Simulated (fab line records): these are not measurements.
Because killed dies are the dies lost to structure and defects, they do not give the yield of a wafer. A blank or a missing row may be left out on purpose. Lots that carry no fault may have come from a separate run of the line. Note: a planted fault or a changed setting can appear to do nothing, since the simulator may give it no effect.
Comparing a struck lot with a sound one | flow gf180mcu | 29 out of 602 route steps
Sound: these wafers, L403.2, L403.3, L403.6. Struck: wafer L394.2 (left out: L394.4, L394.5 of the same lot, which were not struck); the cause appears at the end.
Each step with rows lists, per side, the tool, then ch with its chambers, then its first start. Under that, the readings that differ: sound wafers | struck wafers | difference of the means | sigmas: that difference in standard deviations of wafers without a fault.
alike: same words and numbers on both sides, and readings whose means sit less than 2 such deviations apart. not compared: any withheld reading, any reading some wafer has no value for, any bound like >300 that may hide the same value, and any number with overlapping values for which the record gives no deviation.
A row with sigmas, a row that says differs or no value, or rows on one side alone: a step with any of these is where the two part. When numbers do not overlap yet have no deviation, they are printed without sigmas and do not part them. A reading that every wafer of one side lacks parts them only if that side has two wafers or more.

first, 3 steps without rows for these wafers: GF_V5_STRIP_19 (strips in post etch residue remover, time 1200 s); GF_V5_CLEAN_20 (cleans in DIW); GF_V5_SPUTTER_21 (material Ti, target thk 15 nm, time 80.02 s).
GF_V5_SPUTTER_22: material TiN, target thk 10 nm, time 40 s.
  struck on pvd-sputter-03, day 30 18:50; sound on pvd-sputter-02, day 33 00:56
  alike: throttle-valve-pct
then, 1 step without rows for these wafers: GF_V5_CVD_23 (deposits W, target thk 350 nm, time 104.9 s).
GF_V5_RS_MEAS_24: measures by four-point-probe.
  struck on film-metro-01, day 30 19:04; sound on film-metro-01, day 33 01:07
  alike: V5_W_RS
GF_V5_THK_MEAS_25: measures by xrf.
  struck on film-metro-01, day 30 19:10; sound on film-metro-01, day 33 01:13
  alike: V5_W_THK
GF_V5_CMP_26: polishes, stops on SiO2, t overpolish 15 s, target thk 0 nm.
  sound on cmp-02 ch 0,1,2, day 33 01:22; struck on cmp-02 ch 0, day 30 19:23
  reading          | sound             | struck | difference | sigmas
  platen-rpm (rpm) | 59.88 60.01 60.00 | 60.09  | +0.13      | +3
  alike: motor-current-A, overpolish-run-s, time-to-endpoint-s
GF_TOP_METAL_SPUTTER_00: material Ti, target thk 37.5 nm, time 150 s.
  struck on pvd-sputter-03, day 30 19:35; sound on pvd-sputter-01, day 33 01:34
  alike: throttle-valve-pct
GF_TOP_METAL_SPUTTER_01: material TiN, target thk 30 nm, time 25 s.
  struck on pvd-sputter-03, day 30 19:41; sound on pvd-sputter-01, day 33 01:40
  reading                | sound          | struck | difference | sigmas
  throttle-valve-pct (%) | 30.5 29.1 29.2 | 31.4   | +1.8       | +2
then, 2 steps without rows for these wafers: GF_TOP_METAL_SPUTTER_02 (material AlCu, target thk 900 nm, time 47.82 s); GF_TOP_METAL_SPUTTER_03 (material Ti, target thk 5 nm, time 3.3 s).
GF_TOP_METAL_SPUTTER_04: material TiN, target thk 25 nm, time 20.8 s.
  struck on pvd-sputter-03, day 30 19:46; sound on pvd-sputter-01, day 33 01:46
  reading                                       | sound             | struck | difference | sigmas
  throttle-valve-pct (%)                        | 30.5 29.2 28.7    | 31.5   | +2.0       | +3
  model.TiN_of_TOP_METAL_SPUTTER_04.thk-nm (nm) | 24.72 25.09 25.25 | 33.91  | +8.89      |
GF_TOP_METAL_RS_MEAS_05: measures by four-point-probe.
  struck on film-metro-01, day 30 19:49; sound on film-metro-04, day 33 01:49
  alike: TOP_METAL_ALCU_RS
GF_TOP_METAL_THK_MEAS_06: measures by xrf.
  struck on film-metro-01, day 30 19:56; sound on film-metro-04, day 33 01:56
  alike: TOP_METAL_ALCU_THK
then, 7 steps without rows for these wafers: GF_TOP_METAL_DEHYDRATE_07 (time 60 s); GF_TOP_METAL_HMDS_08 (prime time 60 s); GF_TOP_METAL_COAT_09 (resist thk 1500 nm); GF_TOP_METAL_SOFTBAKE_10 (time 60 s); GF_TOP_METAL_EXPOSE_11 (exposes mask MetalTop, target cd 440 nm); GF_TOP_METAL_PEB_12; GF_TOP_METAL_DEVELOP_13 (develop time 60 s).
GF_TOP_METAL_CD_MEAS_14: target cd 440 nm.
  struck on cd-sem-01, day 31 13:03; sound on cd-sem-01, day 33 17:32
  alike: cd-nm
GF_TOP_METAL_OVL_MEAS_15:
  struck on overlay-02, day 31 13:10; sound on overlay-02, day 33 17:38
  alike: TOP_METAL_OVL
then, 1 step without rows for these wafers: GF_TOP_METAL_METAL_ETCH_16 (etches the open film in Cl2/BCl3, stops on SiO2, target depth 1197 nm, time 199.5 s).
GF_TOP_METAL_STRIP_17: strips in O2/N2.
  sound on plasma-asher-04 ch 0,1, day 33 17:52; struck on plasma-asher-04 ch 0, day 31 13:23
  reading                     | sound             | struck | difference | sigmas
  drypump-motor-current-A (A) | 6.4 4.9 6.4       | 4.9    | -1.0       | -2
  oes-product-au (a.u.)       | 0.710 0.711 0.706 | 0.721  | +0.012     | +3
  alike: heater-power-w, o2-flow-sccm, strip-time-to-endpoint-s
  not compared: rf-hours-counter-h
GF_TOP_METAL_STRIP_18: strips in post etch residue remover, time 1200 s.
  sound on wet-bench-04 ch 1, day 33 17:58; struck on wet-bench-04 ch 0, day 31 13:29
  reading                                       | sound            | struck | difference | sigmas
  model.TiN_of_TOP_METAL_SPUTTER_04.thk-nm (nm) | 24.3 24.67 24.83 | 33.49  | +8.89      |
then, 2 steps without rows for these wafers: GF_TOP_METAL_CLEAN_19 (cleans in DIW); GF_PASSIVATION_PROBE_99.

## WHERE THEY PART
Last at GF_TOP_METAL_STRIP_17 as far as this record goes, first at GF_V5_CMP_26.

WHY: the cause the simulator had injected
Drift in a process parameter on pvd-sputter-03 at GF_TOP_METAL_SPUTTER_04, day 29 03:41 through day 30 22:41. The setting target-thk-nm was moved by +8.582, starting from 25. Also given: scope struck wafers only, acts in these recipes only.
